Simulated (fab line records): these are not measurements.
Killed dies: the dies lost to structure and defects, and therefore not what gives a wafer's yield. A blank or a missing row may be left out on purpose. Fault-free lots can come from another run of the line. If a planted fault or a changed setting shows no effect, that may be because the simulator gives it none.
What tool caused it?	flow sky130	Sampling: 11 lots, 33 wafers, 4 of 708 route steps

## WHAT THE GAUGES SHOWED, per wafer
SKY_CONTACT_THK_MEAS_03.
lot	measured	on	CONTACT_HDPCVD_THK (nm)
L704	day 30 04:25	film metro-02	564 555 551
L705	day 30 06:38	film metro-04	559 565 555
L706	day 30 21:32	film metro-01	564 567 560
L707	day 31 02:19	film metro-02	560 565 553
L708	day 31 10:37	film metro-02	572 560 565
L709	day 31 19:10	film metro-02	570 568 564
L710	day 32 06:08	film metro-04	570 568 567
L711	day 32 17:49	film metro-01	557 557 563
L719	day 35 15:10	film metro-01	568 562 559
L722	day 35 23:31	film metro-01	806 559 560 807 558 560
L725	day 37 09:46	film metro-01	574 565 559

## TOOL THAT RAN EACH LOT (tool first, then ch and the chambers of the sampled wafers, then the start)
lot	SKY_RES_XHIGH_STRIP_08	SKY_LOCAL_INTERCONNECT_METAL_ETCH_14	SKY_CONTACT_HDPCVD_02
L704	plasma asher-04 ch 0,1, day 26 11:03	rie metal-01 ch 0,1, day 30 03:31	hdpcvd-01 ch 0,2, day 30 04:20
L705	plasma asher-01 ch 0,1, day 26 13:07	rie metal-01 ch 0,1, day 30 05:44	hdpcvd-01 ch 1,2, day 30 06:34
L706	plasma asher-04 ch 0,1, day 27 05:52	rie metal-01 ch 0,1, day 30 20:41	hdpcvd-01 ch 0,1, day 30 21:28
L707	plasma asher-02 ch 0,1, day 27 09:24	rie metal-03 ch 0,1, day 31 01:31	hdpcvd-02 ch 0,1, day 31 02:15
L708	plasma asher-01 ch 0,1, day 27 17:42	rie metal-03 ch 0,1, day 31 09:20	hdpcvd-01 ch 0,1,2, day 31 10:32
L709	plasma asher-02 ch 0, day 28 02:55	rie metal-04 ch 0, day 31 18:16	hdpcvd-01 ch 0,2, day 31 19:06
L710	plasma asher-04 ch 0,1, day 28 14:15	rie metal-03 ch 0,1, day 32 05:16	hdpcvd-01 ch 0,2, day 32 06:03
L711	plasma asher-02 ch 0,1, day 29 02:46	rie metal-03 ch 0,1, day 32 16:59	hdpcvd-01 ch 0,1,2, day 32 17:44
L719	plasma asher-04 ch 0,1, day 32 02:55	rie metal-03 ch 0,1, day 35 14:20	hdpcvd-02 ch 0,1, day 35 15:05
L722	plasma asher-01 ch 0,1, day 32 12:14	rie metal-01 ch 1, day 35 22:38	hdpcvd-01 ch 0,1,2, day 35 23:25
L725	plasma asher-01 ch 0,1, day 33 22:51	rie metal-03 ch 0,1, day 37 08:58	hdpcvd-02 ch 0,1,2, day 37 09:42
- SKY_RES_XHIGH_STRIP_08: strips in O2/N2.
- SKY_LOCAL_INTERCONNECT_METAL_ETCH_14: etches TiN in Cl2/BCl3, stops on PSG, target depth 110 nm, time 31.4 s.
- SKY_CONTACT_HDPCVD_02: deposits SiO2, target thk 565 nm, time 94.2 s.

## THE ANSWER, worked out from the rows above alone
Rule: the lots themselves supply what counts as usual. The widest of any qualifying gaps counts: lots, ordered by their means at a reading, are off when they make up no more than a third of the lots, leave a main group of 4 or more, and stand apart from it by 3 or more times the standard deviation of that group's means. A main group is skipped when, at the precision printed for the reading in the tables above, its means are all equal. A lot without any number at a reading at which 4 lots or more have one is off too. Any other lot the step has rows for is counted as sound.
Off: at SKY_CONTACT_THK_MEAS_03 (CONTACT_HDPCVD_THK), L722. The main group: mean 563 nm, standard deviation 3.8.
A tool fits if, at a process step before that reading, it ran every lot that is off, and no sound lot after the first of them. Those tools and the gauges at SKY_CONTACT_THK_MEAS_03 are tried in the same way. This does not decide it: 2 tools fit, namely rie metal-01 at SKY_LOCAL_INTERCONNECT_METAL_ETCH_14 and hdpcvd-01 at SKY_CONTACT_HDPCVD_02.

## WHAT THE SIMULATOR HAD PUT IN
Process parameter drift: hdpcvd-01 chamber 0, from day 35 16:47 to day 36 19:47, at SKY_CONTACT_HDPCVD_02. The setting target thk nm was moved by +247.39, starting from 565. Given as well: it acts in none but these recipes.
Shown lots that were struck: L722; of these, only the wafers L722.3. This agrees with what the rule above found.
